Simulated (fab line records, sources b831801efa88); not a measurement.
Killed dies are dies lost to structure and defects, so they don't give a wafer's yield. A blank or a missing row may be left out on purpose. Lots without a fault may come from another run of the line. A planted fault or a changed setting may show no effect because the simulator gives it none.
Tool commonality check | flow gf180mcu | 14 lots, 42 wafers sampled

WHY IT WAS OPENED
At GF_V1_RS_MEAS_24 the reading V1_W_RS is flagged on 2 of 14 lots. Wafers without a fault read 0.329 ohm/sq, standard deviation 0.0034.
Rule: a lot is flagged when every wafer of it that has a number lies more than 4 standard deviations from that mean, or none has a number. The other lots count as sound.

lot  | measured     | on            | V1_W_RS (ohm/sq), wafer by wafer | flag
L452 | day 18 04:57 | film_metro-01 | 0.333 0.331 0.333                |
L454 | day 19 04:24 | film_metro-04 | 0.331 0.326 0.329                |
L455 | day 19 12:39 | film_metro-03 | 0.325 0.327 0.325                |
L458 | day 20 12:16 | film_metro-03 | 0.332 0.334 0.332                |
L459 | day 20 22:00 | film_metro-04 | 0.329 0.331 0.333                |
L461 | day 21 17:25 | film_metro-04 | 0.327 0.325 0.327                |
L462 | day 22 01:17 | film_metro-01 | 0.334 0.331 0.328                |
L463 | day 22 10:02 | film_metro-03 | 0.331 0.332 0.330                |
L464 | day 22 16:05 | film_metro-01 | 44.620 44.694 43.960             | FLAGGED
L465 | day 22 23:33 | film_metro-03 | 44.450 44.463 44.009             | FLAGGED
L470 | day 24 15:47 | film_metro-01 | 0.325 0.322 0.325                |
L471 | day 24 20:28 | film_metro-03 | 0.326 0.329 0.329                |
L473 | day 25 15:02 | film_metro-04 | 0.324 0.324 0.325                |
L475 | day 26 08:26 | film_metro-03 | 0.326 0.327 0.327                |
The numbers of the flagged lots are 44.366 ohm/sq on average: +44.037 ohm/sq against the usual, or +99 or more standard deviations.

WHICH TOOL RAN EACH LOT
The record holds 2 process steps before the reading, out of a route of 602 steps. In each cell: the tool, then ch and the chambers that the sampled wafers went through, then the start.
lot  | flag    | GF_CONTACT_CVD_24             | GF_V1_CVD_23
L452 |         | cvd_w-01 ch 0,1, day 16 05:11 | cvd_w-01 ch 0,1, day 18 04:49
L454 |         | cvd_w-01 ch 0,1, day 17 02:23 | cvd_w-02 ch 0,1, day 19 04:16
L455 |         | cvd_w-01 ch 0,1, day 17 09:35 | cvd_w-02 ch 0,1, day 19 12:32
L458 |         | cvd_w-01 ch 0,1, day 18 08:11 | cvd_w-01 ch 0,1, day 20 12:08
L459 |         | cvd_w-02 ch 0,1, day 18 17:23 | cvd_w-01 ch 0, day 20 21:47
L461 |         | cvd_w-01 ch 1, day 19 13:40   | cvd_w-02 ch 1, day 21 17:19
L462 |         | cvd_w-01 ch 0,1, day 19 21:08 | cvd_w-01 ch 0,1, day 22 01:10
L463 |         | cvd_w-02 ch 0,1, day 20 05:59 | cvd_w-02 ch 0,1, day 22 09:56
L464 | FLAGGED | cvd_w-01 ch 0,1, day 20 12:35 | cvd_w-01 ch 0, day 22 15:59
L465 | FLAGGED | cvd_w-02 ch 0,1, day 20 20:44 | cvd_w-02 ch 0,1, day 22 23:26
L470 |         | cvd_w-01 ch 0,1, day 22 13:56 | cvd_w-02 ch 0,1, day 24 15:41
L471 |         | cvd_w-02 ch 0,1, day 22 19:16 | cvd_w-02 ch 0,1, day 24 20:20
L473 |         | cvd_w-02 ch 0,1, day 23 15:09 | cvd_w-02 ch 0,1, day 25 14:55
L475 |         | cvd_w-02 ch 0,1, day 24 09:53 | cvd_w-02 ch 0,1, day 26 08:20
What these steps do:
- GF_CONTACT_CVD_24: deposits W, target thk 300 nm, time 90.339 s.
- GF_V1_CVD_23: deposits W, target thk 350 nm, time 105.05 s.
- GF_V1_RS_MEAS_24: measures by four-point-probe.

FLAGGED OVER TOTAL, TOOL BY TOOL (the gauges that took the reading come last)
step              | tool          | lots run | flagged | share of the flagged lots | sound lots run after its first flagged lot
GF_CONTACT_CVD_24 | cvd_w-01      | 8        | 1       | some                      | 1 (L470)
GF_CONTACT_CVD_24 | cvd_w-02      | 6        | 1       | some                      | 3 (L471,L473,L475)
GF_V1_CVD_23      | cvd_w-01      | 5        | 1       | some                      | 0
GF_V1_CVD_23      | cvd_w-02      | 9        | 1       | some                      | 4 (L470,L471,L473,L475)
GF_V1_RS_MEAS_24  | film_metro-01 | 4        | 1       | some                      | 1 (L470)
GF_V1_RS_MEAS_24  | film_metro-03 | 6        | 1       | some                      | 2 (L471,L475)
GF_V1_RS_MEAS_24  | film_metro-04 | 4        | 0       | none                      | -

WHAT THE TABLE ALLOWS
No row of the table ran every flagged lot.

WHAT THE SIMULATOR HAD PUT IN
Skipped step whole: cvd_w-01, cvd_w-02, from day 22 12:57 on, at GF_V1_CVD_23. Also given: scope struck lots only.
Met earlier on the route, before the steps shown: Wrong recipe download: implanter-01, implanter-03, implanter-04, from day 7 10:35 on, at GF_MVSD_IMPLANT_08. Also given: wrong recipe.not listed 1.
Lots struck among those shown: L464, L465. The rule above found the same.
